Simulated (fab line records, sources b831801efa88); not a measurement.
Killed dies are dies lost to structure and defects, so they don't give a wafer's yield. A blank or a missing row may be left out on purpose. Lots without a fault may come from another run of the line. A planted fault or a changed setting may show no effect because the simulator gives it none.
One fault seen from 2 desks | flow sky130 | each desk has only its own numbers; what lay behind them comes last

THE METROLOGY DESK
What the gauges read, lot by lot, whatever tool the lot ran on: means of the sampled wafers that have a number. A lot is out of limits, marked OUT, if its mean lies more than 4 standard deviations from the usual mean; the brackets give that distance.
Columns: A = cd_nm at SKY_METAL2_CD_MEAS_15, usual 139.9 nm
lot  | first seen here | A
L241 | day 35 16:04    | 139.8
L242 | day 35 23:19    | 142.0
L243 | day 36 09:32    | 137.1
L244 | day 37 00:08    | 140.6
L245 | day 37 09:11    | 139.4
L247 | day 37 16:19    | 137.7
L249 | day 38 06:50    | 140.9
L250 | day 38 21:12    | 138.2
L251 | day 38 23:52    | 141.3
L253 | day 39 12:55    | 141.0
L256 | day 40 03:30    | 139.0
L260 | day 41 10:21    | 141.0
L263 | day 42 03:05    | 140.3
This desk's finding: nothing out of limits on any of the 13 lots.

THE TOOL OWNER'S DESK: rie_diel-03
The tool's own readings at SKY_VIA2_ETCH_14 (etches BARC in N2/H2, stops on SiO2, time 45.9 s, target depth 60 nm): means of the sampled wafers that have a number, for each lot that ran on this tool. A lot is out of limits, marked OUT, if its mean lies more than 4 standard deviations from the usual mean; the brackets give that distance.
Columns: A = drypump_motor_current_A at SKY_VIA2_ETCH_14, usual 5.9 A; B = oes_product_au at SKY_VIA2_ETCH_14, usual 0.855 a.u.; C = run_length_s at SKY_VIA2_ETCH_14, usual 74.2 s; D = throttle_valve_pct at SKY_VIA2_ETCH_14, usual 13.225 %
lot  | first seen here | A   | B                | C    | D
L244 | day 38 03:49    | 5.6 | 0.859            | 73.9 | 13.228
L247 | day 38 19:28    | 5.9 | 0.857            | 74.3 | 13.222
L250 | day 39 23:31    | 5.8 | 0.859            | 74.3 | 13.223
L251 | day 40 02:13    | 5.9 | 0.852            | 74.2 | 13.219
L253 | day 40 15:10    | 6.2 | 0.849            | 74.3 | 13.220
L256 | day 41 06:01    | 5.8 | 0.898 (+8.5) OUT | 72.3 | 13.228
This desk's finding: out of limits on L256; first on L256, day 41 06:01 (oes_product_au at SKY_VIA2_ETCH_14). In limits: L244, L247, L250, L251, L253.

PUT TOGETHER
The tool owner's desk could have raised an alarm at day 41 06:01, on L256.
The metrology desk saw nothing out of limits.
The metrology desk has L256 on record, within its limits.
Of the lots named, all ran SKY_VIA2_ETCH_14 on rie_diel-03.

WHAT THE SIMULATOR HAD PUT IN
Process parameter drift: rie_diel-03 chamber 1, from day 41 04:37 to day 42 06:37, at SKY_VIA2_ETCH_14. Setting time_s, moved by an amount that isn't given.
Lots struck among those shown: L256.
Hours from the fault's start to each desk's first reading out of limits: the tool owner's desk, 1.
